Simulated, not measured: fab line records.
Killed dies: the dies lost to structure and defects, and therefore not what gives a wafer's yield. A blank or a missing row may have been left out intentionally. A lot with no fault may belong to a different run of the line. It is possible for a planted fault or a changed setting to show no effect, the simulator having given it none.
The tool behind it: which one? || flow sky130 || Sampling: 12 lots, 36 wafers, 5 of 708 route steps

WHAT THE GAUGES SHOWED, per wafer
The record holds no reading of a measuring or inspecting step that can be judged against a usual standard deviation.

WHICH TOOL RAN EACH LOT (tool, then ch and the chambers of the sampled wafers, then the start)
{"lot": "L915", "SKY_CONTACT_ETCH_17": "rieDiel-01 ch 0,1,2, day 32 05:55", "SKY_METAL1_SPUTTER_03": "pvdSputter-02, day 32 07:19", "SKY_METAL1_SOFTBAKE_11": "lithoTrack-04 ch 0, day 32 21:00", "SKY_METAL1_DESCUM_17": "rieMetal-04 ch 0,1, day 33 10:38", "SKY_PAD_OPEN_PROBE_99": "prober-01, day 46 05:59"}
{"lot": "L920", "SKY_CONTACT_ETCH_17": "rieDiel-03 ch 1,2, day 33 19:37", "SKY_METAL1_SPUTTER_03": "pvdSputter-03, day 33 21:02", "SKY_METAL1_SOFTBAKE_11": "lithoTrack-03 ch 0, day 34 09:00", "SKY_METAL1_DESCUM_17": "rieMetal-04 ch 0,1, day 34 23:28", "SKY_PAD_OPEN_PROBE_99": "prober-01, day 47 11:20"}
{"lot": "L919", "SKY_CONTACT_ETCH_17": "rieDiel-01 ch 0,2,3, day 33 21:10", "SKY_METAL1_SPUTTER_03": "pvdSputter-03, day 33 22:34", "SKY_METAL1_SOFTBAKE_11": "lithoTrack-03 ch 0, day 34 11:00", "SKY_METAL1_DESCUM_17": "rieMetal-03 ch 0, day 35 00:35", "SKY_PAD_OPEN_PROBE_99": "prober-02, day 47 08:56"}
{"lot": "L921", "SKY_CONTACT_ETCH_17": "rieDiel-03 ch 0,1,3, day 34 05:01", "SKY_METAL1_SPUTTER_03": "pvdSputter-01, day 34 06:30", "SKY_METAL1_SOFTBAKE_11": "lithoTrack-02 ch 0, day 34 19:00", "SKY_METAL1_DESCUM_17": "rieMetal-04 ch 0,1, day 35 09:04", "SKY_PAD_OPEN_PROBE_99": "prober-02, day 47 18:05"}
{"lot": "L922", "SKY_CONTACT_ETCH_17": "rieDiel-03 ch 0,1,2, day 34 06:23", "SKY_METAL1_SPUTTER_03": "pvdSputter-03, day 34 07:52", "SKY_METAL1_SOFTBAKE_11": "lithoTrack-02 ch 0, day 34 21:00", "SKY_METAL1_DESCUM_17": "rieMetal-03 ch 0,1, day 35 10:13", "SKY_PAD_OPEN_PROBE_99": "prober-01, day 47 19:59"}
{"lot": "L925", "SKY_CONTACT_ETCH_17": "rieDiel-01 ch 1,2,3, day 35 00:43", "SKY_METAL1_SPUTTER_03": "pvdSputter-01, day 35 02:07", "SKY_METAL1_SOFTBAKE_11": "lithoTrack-03 ch 0, day 35 15:00", "SKY_METAL1_DESCUM_17": "rieMetal-04 ch 1, day 36 04:22", "SKY_PAD_OPEN_PROBE_99": "prober-01, day 48 08:02"}
{"lot": "L929", "SKY_CONTACT_ETCH_17": "rieDiel-03 ch 1,2,3, day 35 23:47", "SKY_METAL1_SPUTTER_03": "pvdSputter-01, day 36 01:25", "SKY_METAL1_SOFTBAKE_11": "lithoTrack-04 ch 0, day 36 14:00", "SKY_METAL1_DESCUM_17": "rieMetal-04 ch 0,1, day 37 02:26", "SKY_PAD_OPEN_PROBE_99": "prober-02, day 48 23:14"}
{"lot": "L933", "SKY_CONTACT_ETCH_17": "rieDiel-03 ch 0,1,2, day 37 04:38", "SKY_METAL1_SPUTTER_03": "pvdSputter-01, day 37 06:03", "SKY_METAL1_SOFTBAKE_11": "lithoTrack-03 ch 0, day 37 18:00", "SKY_METAL1_DESCUM_17": "rieMetal-04 ch 0,1, day 38 07:13", "SKY_PAD_OPEN_PROBE_99": "prober-01, day 49 19:35"}
{"lot": "L934", "SKY_CONTACT_ETCH_17": "rieDiel-02 ch 1,2, day 37 10:46", "SKY_METAL1_SPUTTER_03": "pvdSputter-01, day 37 12:10", "SKY_METAL1_SOFTBAKE_11": "lithoTrack-03 ch 0, day 38 00:00", "SKY_METAL1_DESCUM_17": "rieMetal-02 ch 0, day 38 13:11", "SKY_PAD_OPEN_PROBE_99": "prober-02, day 50 02:10"}
{"lot": "L935", "SKY_CONTACT_ETCH_17": "rieDiel-03 ch 0,1, day 37 15:23", "SKY_METAL1_SPUTTER_03": "pvdSputter-03, day 37 16:47", "SKY_METAL1_SOFTBAKE_11": "lithoTrack-04 ch 0, day 38 04:00", "SKY_METAL1_DESCUM_17": "rieMetal-04 ch 0, day 38 17:56", "SKY_PAD_OPEN_PROBE_99": "prober-01, day 50 05:51"}
{"lot": "L937", "SKY_CONTACT_ETCH_17": "rieDiel-02 ch 0,2,3, day 38 05:46", "SKY_METAL1_SPUTTER_03": "pvdSputter-01, day 38 07:10", "SKY_METAL1_SOFTBAKE_11": "lithoTrack-04 ch 0, day 38 19:00", "SKY_METAL1_DESCUM_17": "rieMetal-02 ch 0, day 39 08:37", "SKY_PAD_OPEN_PROBE_99": "prober-01, day 50 15:29"}
{"lot": "L938", "SKY_CONTACT_ETCH_17": "rieDiel-01 ch 1,2,3, day 38 13:16", "SKY_METAL1_SPUTTER_03": "pvdSputter-03, day 38 14:40", "SKY_METAL1_SOFTBAKE_11": "lithoTrack-04 ch 0, day 39 03:00", "SKY_METAL1_DESCUM_17": "rieMetal-03 ch 0,1, day 39 16:04", "SKY_PAD_OPEN_PROBE_99": "prober-02, day 50 19:03"}
- SKY_CONTACT_ETCH_17: etches SiO2 in C4F8/O2/Ar, stops on Si3N4, target depth 340 nm.
- SKY_METAL1_SPUTTER_03: material Ti, target thk 5 nm, time 3.3 s.
- SKY_METAL1_SOFTBAKE_11: time 90 s.
- SKY_METAL1_DESCUM_17: chemistry O2, time 8 s.
- SKY_PAD_OPEN_PROBE_99

AS READ BY THE TOOLS THEMSELVES (means over the sampled wafers that have a number; for cases with no such wafer, the mark the record gives instead)
SKY_CONTACT_ETCH_17. Usual: oesProductAu reads 0.892 a.u. (standard deviation 0.0048).
{"lot": "L915", "tool": "rieDiel-01", "oesProductAu (a.u.)": 0.898, "flag": ""}
{"lot": "L920", "tool": "rieDiel-03", "oesProductAu (a.u.)": 0.890, "flag": ""}
{"lot": "L919", "tool": "rieDiel-01", "oesProductAu (a.u.)": 0.893, "flag": ""}
{"lot": "L921", "tool": "rieDiel-03", "oesProductAu (a.u.)": 0.894, "flag": ""}
{"lot": "L922", "tool": "rieDiel-03", "oesProductAu (a.u.)": 0.896, "flag": ""}
{"lot": "L925", "tool": "rieDiel-01", "oesProductAu (a.u.)": 0.893, "flag": ""}
{"lot": "L929", "tool": "rieDiel-03", "oesProductAu (a.u.)": 0.889, "flag": ""}
{"lot": "L933", "tool": "rieDiel-03", "oesProductAu (a.u.)": 0.889, "flag": ""}
{"lot": "L934", "tool": "rieDiel-02", "oesProductAu (a.u.)": 0.889, "flag": ""}
{"lot": "L935", "tool": "rieDiel-03", "oesProductAu (a.u.)": 0.890, "flag": ""}
{"lot": "L937", "tool": "rieDiel-02", "oesProductAu (a.u.)": 0.894, "flag": ""}
{"lot": "L938", "tool": "rieDiel-01", "oesProductAu (a.u.)": 0.893, "flag": ""}

SKY_METAL1_SPUTTER_03. Usual: throttleValvePct reads 29.9 % (standard deviation 1.1).
{"lot": "L915", "tool": "pvdSputter-02", "throttleValvePct (%)": 30.8, "flag": ""}
{"lot": "L920", "tool": "pvdSputter-03", "throttleValvePct (%)": 28.6, "flag": ""}
{"lot": "L919", "tool": "pvdSputter-03", "throttleValvePct (%)": 29.2, "flag": ""}
{"lot": "L921", "tool": "pvdSputter-01", "throttleValvePct (%)": 29.6, "flag": ""}
{"lot": "L922", "tool": "pvdSputter-03", "throttleValvePct (%)": 29.1, "flag": ""}
{"lot": "L925", "tool": "pvdSputter-01", "throttleValvePct (%)": 29.9, "flag": ""}
{"lot": "L929", "tool": "pvdSputter-01", "throttleValvePct (%)": 29.6, "flag": ""}
{"lot": "L933", "tool": "pvdSputter-01", "throttleValvePct (%)": 29.5, "flag": ""}
{"lot": "L934", "tool": "pvdSputter-01", "throttleValvePct (%)": 29.4, "flag": ""}
{"lot": "L935", "tool": "pvdSputter-03", "throttleValvePct (%)": 29.9, "flag": ""}
{"lot": "L937", "tool": "pvdSputter-01", "throttleValvePct (%)": 29.8, "flag": ""}
{"lot": "L938", "tool": "pvdSputter-03", "throttleValvePct (%)": 29.2, "flag": ""}

SKY_METAL1_SOFTBAKE_11. Usual: heaterPowerTotalW 57.36 W, standard deviation 0.12; runLengthS 119.17 s, standard deviation 0.28.
{"lot": "L915", "tool": "lithoTrack-04", "heaterPowerTotalW (W)": 57.33, "runLengthS (s)": 119.19, "flag": ""}
{"lot": "L920", "tool": "lithoTrack-03", "heaterPowerTotalW (W)": 57.36, "runLengthS (s)": 119.46, "flag": ""}
{"lot": "L919", "tool": "lithoTrack-03", "heaterPowerTotalW (W)": 57.45, "runLengthS (s)": 119.51, "flag": ""}
{"lot": "L921", "tool": "lithoTrack-02", "heaterPowerTotalW (W)": 57.41, "runLengthS (s)": 118.93, "flag": ""}
{"lot": "L922", "tool": "lithoTrack-02", "heaterPowerTotalW (W)": 57.33, "runLengthS (s)": 118.90, "flag": ""}
{"lot": "L925", "tool": "lithoTrack-03", "heaterPowerTotalW (W)": 57.48, "runLengthS (s)": 119.52, "flag": ""}
{"lot": "L929", "tool": "lithoTrack-04", "heaterPowerTotalW (W)": 57.32, "runLengthS (s)": 119.08, "flag": ""}
{"lot": "L933", "tool": "lithoTrack-03", "heaterPowerTotalW (W)": 57.81, "runLengthS (s)": 116.76, "flag": "OFF"}
{"lot": "L934", "tool": "lithoTrack-03", "heaterPowerTotalW (W)": 58.08, "runLengthS (s)": 116.90, "flag": "OFF"}
{"lot": "L935", "tool": "lithoTrack-04", "heaterPowerTotalW (W)": 57.33, "runLengthS (s)": 119.08, "flag": ""}
{"lot": "L937", "tool": "lithoTrack-04", "heaterPowerTotalW (W)": 57.32, "runLengthS (s)": 119.04, "flag": ""}
{"lot": "L938", "tool": "lithoTrack-04", "heaterPowerTotalW (W)": 57.34, "runLengthS (s)": 119.09, "flag": ""}

SKY_METAL1_DESCUM_17. Usual: drypumpMotorCurrentA 5.6 A, standard deviation 0.46; oesProductAu 1.003 a.u., standard deviation 0.014.
{"lot": "L915", "tool": "rieMetal-04", "drypumpMotorCurrentA (A)": 5.7, "oesProductAu (a.u.)": 0.991, "flag": ""}
{"lot": "L920", "tool": "rieMetal-04", "drypumpMotorCurrentA (A)": 5.4, "oesProductAu (a.u.)": 0.994, "flag": ""}
{"lot": "L919", "tool": "rieMetal-03", "drypumpMotorCurrentA (A)": 5.3, "oesProductAu (a.u.)": 1.016, "flag": ""}
{"lot": "L921", "tool": "rieMetal-04", "drypumpMotorCurrentA (A)": 5.4, "oesProductAu (a.u.)": 0.999, "flag": ""}
{"lot": "L922", "tool": "rieMetal-03", "drypumpMotorCurrentA (A)": 5.5, "oesProductAu (a.u.)": 1.032, "flag": ""}
{"lot": "L925", "tool": "rieMetal-04", "drypumpMotorCurrentA (A)": 6.1, "oesProductAu (a.u.)": 0.997, "flag": ""}
{"lot": "L929", "tool": "rieMetal-04", "drypumpMotorCurrentA (A)": 5.7, "oesProductAu (a.u.)": 0.993, "flag": ""}
{"lot": "L933", "tool": "rieMetal-04", "drypumpMotorCurrentA (A)": 5.7, "oesProductAu (a.u.)": 1.001, "flag": ""}
{"lot": "L934", "tool": "rieMetal-02", "drypumpMotorCurrentA (A)": 5.9, "oesProductAu (a.u.)": 0.995, "flag": ""}
{"lot": "L935", "tool": "rieMetal-04", "drypumpMotorCurrentA (A)": 5.0, "oesProductAu (a.u.)": 1.010, "flag": ""}
{"lot": "L937", "tool": "rieMetal-02", "drypumpMotorCurrentA (A)": 5.9, "oesProductAu (a.u.)": 0.989, "flag": ""}
{"lot": "L938", "tool": "rieMetal-03", "drypumpMotorCurrentA (A)": 5.4, "oesProductAu (a.u.)": 1.003, "flag": ""}

SKY_PAD_OPEN_PROBE_99. Usual: defectLimitedYield 82.5 %, standard deviation 1.7; killed_at_M0_to_M3 43, standard deviation 6.1; killed_at_M4_up 3.5, standard deviation 2; killedAtContacts 25, standard deviation 5.1; killedAtFrontEnd 14, standard deviation 4.2; killedAtOther 0.3, standard deviation 0.55; killedDies 86, standard deviation 8.3; killedOpen 46, standard deviation 7.2; killedShort 39, standard deviation 6; sort_bin_3_pad_short 0.9 %, standard deviation 0.42; sort_bin_5_function 10.3 %, standard deviation 1.4; sort_bin_6_memory 6.3 %, standard deviation 1.1; sort_bin_8_speed 0.00 %, standard deviation 0.017; sortNPass 406, standard deviation 8.3; sortYieldPct 82.5 %, standard deviation 1.7.
{"lot": "L915", "tool": "prober-01", "defectLimitedYield (%)": 83.8, "killed_at_M0_to_M3": 43, "killed_at_M4_up": 2.7, "killedAtContacts": 24, "killedAtFrontEnd": 10, "killedAtOther": 0.0, "killedDies": 80, "killedOpen": 46, "killedShort": 34, "sort_bin_3_pad_short (%)": 0.4, "sort_bin_5_function (%)": 10.2, "sort_bin_6_memory (%)": 5.6, "sort_bin_8_speed (%)": 0.00, "sortNPass": 412, "sortYieldPct (%)": 83.8, "flag": ""}
{"lot": "L920", "tool": "prober-01", "defectLimitedYield (%)": 82.9, "killed_at_M0_to_M3": 41, "killed_at_M4_up": 3.7, "killedAtContacts": 22, "killedAtFrontEnd": 17, "killedAtOther": 0.3, "killedDies": 84, "killedOpen": 45, "killedShort": 39, "sort_bin_3_pad_short (%)": 0.7, "sort_bin_5_function (%)": 10.6, "sort_bin_6_memory (%)": 5.8, "sort_bin_8_speed (%)": 0.00, "sortNPass": 408, "sortYieldPct (%)": 82.9, "flag": ""}
{"lot": "L919", "tool": "prober-02", "defectLimitedYield (%)": 81.7, "killed_at_M0_to_M3": 45, "killed_at_M4_up": 5.7, "killedAtContacts": 24, "killedAtFrontEnd": 14, "killedAtOther": 0.3, "killedDies": 90, "killedOpen": 45, "killedShort": 45, "sort_bin_3_pad_short (%)": 1.1, "sort_bin_5_function (%)": 10.6, "sort_bin_6_memory (%)": 6.6, "sort_bin_8_speed (%)": 0.00, "sortNPass": 402, "sortYieldPct (%)": 81.7, "flag": ""}
{"lot": "L921", "tool": "prober-02", "defectLimitedYield (%)": 83.0, "killed_at_M0_to_M3": 39, "killed_at_M4_up": 4.7, "killedAtContacts": 29, "killedAtFrontEnd": 10, "killedAtOther": 0.3, "killedDies": 83, "killedOpen": 45, "killedShort": 38, "sort_bin_3_pad_short (%)": 0.9, "sort_bin_5_function (%)": 10.3, "sort_bin_6_memory (%)": 5.8, "sort_bin_8_speed (%)": 0.00, "sortNPass": 409, "sortYieldPct (%)": 83.0, "flag": ""}
{"lot": "L922", "tool": "prober-01", "defectLimitedYield (%)": 82.5, "killed_at_M0_to_M3": 43, "killed_at_M4_up": 3.3, "killedAtContacts": 23, "killedAtFrontEnd": 16, "killedAtOther": 0.3, "killedDies": 86, "killedOpen": 42, "killedShort": 44, "sort_bin_3_pad_short (%)": 1.3, "sort_bin_5_function (%)": 9.7, "sort_bin_6_memory (%)": 6.4, "sort_bin_8_speed (%)": 0.00, "sortNPass": 406, "sortYieldPct (%)": 82.5, "flag": ""}
{"lot": "L925", "tool": "prober-01", "defectLimitedYield (%)": 83.4, "killed_at_M0_to_M3": 44, "killed_at_M4_up": 3.0, "killedAtContacts": 24, "killedAtFrontEnd": 10, "killedAtOther": 0.0, "killedDies": 82, "killedOpen": 46, "killedShort": 35, "sort_bin_3_pad_short (%)": 1.1, "sort_bin_5_function (%)": 9.8, "sort_bin_6_memory (%)": 5.6, "sort_bin_8_speed (%)": 0.00, "sortNPass": 410, "sortYieldPct (%)": 83.4, "flag": ""}
{"lot": "L929", "tool": "prober-02", "defectLimitedYield (%)": 83.9, "killed_at_M0_to_M3": 41, "killed_at_M4_up": 2.0, "killedAtContacts": 22, "killedAtFrontEnd": 15, "killedAtOther": 0.0, "killedDies": 79, "killedOpen": 45, "killedShort": 34, "sort_bin_3_pad_short (%)": 0.9, "sort_bin_5_function (%)": 9.3, "sort_bin_6_memory (%)": 5.9, "sort_bin_8_speed (%)": 0.00, "sortNPass": 413, "sortYieldPct (%)": 83.9, "flag": ""}
{"lot": "L933", "tool": "prober-01", "defectLimitedYield (%)": 81.6, "killed_at_M0_to_M3": 44, "killed_at_M4_up": 2.7, "killedAtContacts": 25, "killedAtFrontEnd": 19, "killedAtOther": 0.0, "killedDies": 91, "killedOpen": 46, "killedShort": 45, "sort_bin_3_pad_short (%)": 1.0, "sort_bin_5_function (%)": 11.6, "sort_bin_6_memory (%)": 5.8, "sort_bin_8_speed (%)": 0.07, "sortNPass": 401, "sortYieldPct (%)": 81.5, "flag": "OFF"}
{"lot": "L934", "tool": "prober-02", "defectLimitedYield (%)": 80.2, "killed_at_M0_to_M3": 50, "killed_at_M4_up": 3.3, "killedAtContacts": 23, "killedAtFrontEnd": 21, "killedAtOther": 0.0, "killedDies": 97, "killedOpen": 49, "killedShort": 48, "sort_bin_3_pad_short (%)": 1.1, "sort_bin_5_function (%)": 11.8, "sort_bin_6_memory (%)": 6.9, "sort_bin_8_speed (%)": 0.00, "sortNPass": 395, "sortYieldPct (%)": 80.2, "flag": ""}
{"lot": "L935", "tool": "prober-01", "defectLimitedYield (%)": 82.0, "killed_at_M0_to_M3": 46, "killed_at_M4_up": 4.7, "killedAtContacts": 22, "killedAtFrontEnd": 15, "killedAtOther": 1.0, "killedDies": 89, "killedOpen": 46, "killedShort": 41, "sort_bin_3_pad_short (%)": 0.8, "sort_bin_5_function (%)": 10.9, "sort_bin_6_memory (%)": 6.3, "sort_bin_8_speed (%)": 0.00, "sortNPass": 403, "sortYieldPct (%)": 82.0, "flag": ""}
{"lot": "L937", "tool": "prober-01", "defectLimitedYield (%)": 83.4, "killed_at_M0_to_M3": 44, "killed_at_M4_up": 3.0, "killedAtContacts": 21, "killedAtFrontEnd": 13, "killedAtOther": 0.0, "killedDies": 82, "killedOpen": 39, "killedShort": 42, "sort_bin_3_pad_short (%)": 0.9, "sort_bin_5_function (%)": 9.8, "sort_bin_6_memory (%)": 5.9, "sort_bin_8_speed (%)": 0.00, "sortNPass": 410, "sortYieldPct (%)": 83.4, "flag": ""}
{"lot": "L938", "tool": "prober-02", "defectLimitedYield (%)": 83.6, "killed_at_M0_to_M3": 45, "killed_at_M4_up": 4.0, "killedAtContacts": 20, "killedAtFrontEnd": 12, "killedAtOther": 0.0, "killedDies": 81, "killedOpen": 46, "killedShort": 34, "sort_bin_3_pad_short (%)": 0.7, "sort_bin_5_function (%)": 9.3, "sort_bin_6_memory (%)": 6.4, "sort_bin_8_speed (%)": 0.00, "sortNPass": 411, "sortYieldPct (%)": 83.6, "flag": ""}

THE ANSWER, worked out from the rows above alone
Rule: a lot is off if the mean of its wafers that have a number lies more than 3 standard deviations from the usual mean. Also off: a lot with no number at a reading for which 4 or more lots have one. The other lots that the step has rows for count as sound. First the gauges in route order, then the tools' own readings, where a lot's mean is used as printed above. The first step at which some lot is off is used, and at that step the reading that is off furthest; a lot without a number counts as furthest.
Off at SKY_METAL1_SOFTBAKE_11 (runLengthS): L933, L934.
A tool fits if, at that step or a process step before it, it ran every lot that is off, and no sound lot after the first of them. One fits: SKY_METAL1_SOFTBAKE_11 on lithoTrack-03. Its last sound lot is L925 (day 35 15:00), its first lot that is off L933 (day 37 18:00): a fault that began between those two fits.
The tool's own readings at SKY_METAL1_SOFTBAKE_11 bear it out: on the lots that are off they differ by more than 5 times the standard deviation of the sound lots' means. heaterPowerTotalW reads 57.95 W there against 57.37 W on the sound lots; runLengthS reads 116.83 s there against 119.18 s on the sound lots.

WHAT THE SIMULATOR HAD INSERTED
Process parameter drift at SKY_METAL1_SOFTBAKE_11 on lithoTrack-03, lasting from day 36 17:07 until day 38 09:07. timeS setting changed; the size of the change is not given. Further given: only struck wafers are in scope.
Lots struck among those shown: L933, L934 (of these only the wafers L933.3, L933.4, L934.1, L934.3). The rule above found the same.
